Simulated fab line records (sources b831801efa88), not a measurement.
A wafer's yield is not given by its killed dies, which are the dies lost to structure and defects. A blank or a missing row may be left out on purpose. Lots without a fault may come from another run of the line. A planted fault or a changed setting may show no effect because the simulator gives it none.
Chamber matching + flow sky130 + SKY_CONTACT_HDPCVD_02 on hdpcvd-01: 3 sister chambers
The step deposits SiO2, target thk 565 nm, time 94.2 s. 6 wafers are shown with their chamber, then 7 later ones without.

EACH WAFER AND ITS CHAMBER
| wafer  | chamber | pressure mtorr (mTorr) | sih4 flow sccm (sccm) |
|--------|---------|------------------------|-----------------------|
| L734.4 | 2       | 6.002                  | 59.87                 |
| L736.1 | 0       | 6.028                  | 59.70                 |
| L736.3 | 1       | 5.997                  | 60.00                 |
| L736.5 | 0       | 5.998                  | 60.36                 |
| L737.2 | 1       | 6.013                  | 60.03                 |
| L737.3 | 2       | 5.982                  | 59.98                 |

WAFERS WHOSE CHAMBER IS MISSING
| wafer  | pressure mtorr (mTorr) | sih4 flow sccm (sccm) |
|--------|------------------------|-----------------------|
| L737.4 | 5.984                  | 59.76                 |
| L738.3 | 6.026                  | 60.18                 |
| L738.5 | 6.002                  | 59.71                 |
| L738.6 | 6.010                  | 60.16                 |
| L740.1 | 5.986                  | 60.00                 |
| L740.2 | 5.997                  | 59.98                 |
| L740.4 | 6.013                  | 59.94                 |

WHICH CHAMBER EACH WENT THROUGH
| wafer  | from the rows above          | in truth |
|--------|------------------------------|----------|
| L737.4 | can't be placed: 2 or 1 or 0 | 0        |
| L738.3 | can't be placed: 0 or 1 or 2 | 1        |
| L738.5 | can't be placed: 2 or 1 or 0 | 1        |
| L738.6 | can't be placed: 0 or 1 or 2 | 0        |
| L740.1 | can't be placed: 2 or 1 or 0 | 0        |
| L740.2 | can't be placed: 2 or 1 or 0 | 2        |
| L740.4 | can't be placed: 0 or 1 or 2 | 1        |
0 of 7 placed correctly. Can't be placed from these rows: 7 (the true chamber is among the candidates in 7). 0 placed wrongly.
How it was worked out, from the rows above alone: a wafer's distance from a chamber is the root of the sum, over the readings, of the square of ((its reading less the chamber's mean) divided by the reading's scatter). If the next closest chamber is less than 2 further off than the closest, the wafer can't be placed; otherwise it belongs to the closest. For every chamber, the mean is computed from those of its wafers that are shown. The scatter: take each reading less its chamber's mean, square it, sum over the shown wafers, divide by the number of wafers less the number of chambers, and take the root.
